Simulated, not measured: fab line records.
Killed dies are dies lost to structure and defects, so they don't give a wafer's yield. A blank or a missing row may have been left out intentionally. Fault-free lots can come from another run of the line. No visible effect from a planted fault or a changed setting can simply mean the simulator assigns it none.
Chamber matching ; flow gf180mcu ; cmp-02 running GF_V4_CMP_04: 4 sister chambers
The step polishes SiO2. 8 wafers are shown with their chamber, then 10 later ones without.

## EACH WAFER AND ITS CHAMBER
wafer;chamber;motor current A (A);time to endpoint s (s)
L079.5;2;10.9;88
L082.1;3;13.7;87
L082.4;1;11.4;83
L083.1;1;11.5;87
L083.3;0;13.8;84
L083.6;3;12.5;94
L087.3;2;11.3;81
L087.4;0;13.4;69

## WAFERS WITH NO CHAMBER GIVEN
wafer;motor current A (A);time to endpoint s (s)
L087.5;13.5;86
L090.1;11.4;90
L090.2;12.0;87
L090.3;14.2;77
L093.4;13.2;82
L093.5;11.4;86
L093.6;11.9;82
L095.1;11.6;85
L095.4;11.0;90
L095.5;11.1;84

## THE CHAMBER EACH PASSED THROUGH
wafer;from the rows above;in truth
L087.5;can't be placed: 3 or 0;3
L090.1;can't be placed: 1 or 2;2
L090.2;can't be placed: 1 or 2 or 3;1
L090.3;can't be placed: 0 or 3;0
L093.4;can't be placed: 0 or 3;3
L093.5;can't be placed: 1 or 2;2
L093.6;can't be placed: 1 or 2 or 3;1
L095.1;can't be placed: 1 or 2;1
L095.4;can't be placed: 2 or 1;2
L095.5;can't be placed: 2 or 1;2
Correct placement for 0 of the 10. These rows do not allow placing 10 (true chamber among the candidates in 10). Placed wrongly: 0.
How it was worked out, from the rows above alone: a wafer's distance from a chamber is the root of the sum, over the readings, of the square of ((its reading less the chamber's mean) divided by the reading's scatter). The wafer belongs to the nearest chamber; if the next one is less than 2 further off, it can't be placed. The mean given for a chamber averages the wafers shown for that chamber. The scatter: the root of (the sum of the squares of (reading less its chamber's mean) over the shown wafers, divided by (wafers less chambers)).
